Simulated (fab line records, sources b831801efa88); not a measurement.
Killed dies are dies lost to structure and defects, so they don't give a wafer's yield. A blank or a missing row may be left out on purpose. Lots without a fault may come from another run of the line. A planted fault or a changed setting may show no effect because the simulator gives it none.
Problem report in the 8D (eight disciplines) form, filled by code | flow sky130 | the parts of the form that need people (team, actions taken, sign-off) are left out

1. THE PROBLEM
cd_nm at SKY_FIELD_ISO_CD_MEAS_13 reads a mean of 83.0 nm on 2 wafers of 1 lot; wafers without a fault read 149.7 nm with a standard deviation of 1.6. That is -42 standard deviations from the usual mean.
The step: target cd 150 nm.
First seen on wafer L470.1, day 5 01:07, on cd_sem-02. The record holds 27 wafers of 9 lots with a number at this step. Rule for "out", or "out of limits": more than 4 standard deviations from the usual mean. The other wafers with a number count as sound.

2. WHAT IT IS AND WHAT IT IS NOT
question                    | is               | is not
which readings at this step | cd_nm            | -
which lots                  | L470             | L457, L458, L459, L460, L461, L473, L475, L477
which wafers of those lots  | L470.1, L470.2   | L470.5
read on which gauges        | cd_sem-02        | cd_sem-01
when                        | from day 5 01:07 | up to then (16 sound wafers); but 9 sound wafers of L473, L475, L477 came after

3. SUSPECTS, AND WHAT RULES EACH OUT
Counting: a tool at a process step up to the reading stays a suspect if it ran every lot that is out. Sound lots after the first of them don't rule it out here, since some wafers of a struck lot are sound.
- the gauge at SKY_FIELD_ISO_CD_MEAS_13: ruled out. All the wafers that are out were read on cd_sem-02, but those of them that SKY_PAD_OPEN_PROBE_99 has rows for are out there too, on other tools.
- krf_scanner-01 at SKY_FIELD_ISO_EXPOSE_10 (exposes mask FOM, target cd 150 nm): kept. It ran the lot that is out, L470 (day 4 16:11); its last sound lot up to then is L461 (day 2 17:23).
Left after counting: krf_scanner-01 at SKY_FIELD_ISO_EXPOSE_10.

4. THE CAUSE (what the simulator had put in)
Process parameter drift: krf_scanner-01, from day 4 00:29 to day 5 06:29, at SKY_FIELD_ISO_EXPOSE_10. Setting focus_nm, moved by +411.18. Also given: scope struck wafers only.
Counting left only this tool.

5. THE CHAIN OF EFFECTS, in route order
Each row: a reading whose mean over the struck wafers that have a number lies more than 3 standard deviations from the usual. Only readings for which the record gives a usual standard deviation are gone through. hours: the time from each lot's start at the first step in this table that gives one to its start at this step, as a median over the lots. sigmas: the change in usual standard deviations.
hours | step                     | reading             | usual    | on struck wafers | change | sigmas
0     | SKY_FIELD_ISO_CD_MEAS_13 | cd_nm               | 149.7 nm | 83.0             | -66.7  | -42
1049  | SKY_PAD_OPEN_PROBE_99    | killed_at_front_end | 14       | 416              | +402   | +91
1049  | SKY_PAD_OPEN_PROBE_99    | killed_dies         | 87       | 492              | +405   | +44
1049  | SKY_PAD_OPEN_PROBE_99    | killed_on_rim       | 17       | 96               | +79    | +22
The process steps in it:
- SKY_PAD_OPEN_PROBE_99

6. WHAT WOULD HAVE CAUGHT IT SOONER
In this record the first reading out of limits at a measuring or inspecting step was taken at day 5 01:07, 25 hours after the fault began at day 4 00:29.
All the lots that are out (1) had begun SKY_FIELD_ISO_EXPOSE_10 on krf_scanner-01 by day 5 01:07. A hold on the tool at that time would have spared none of them.
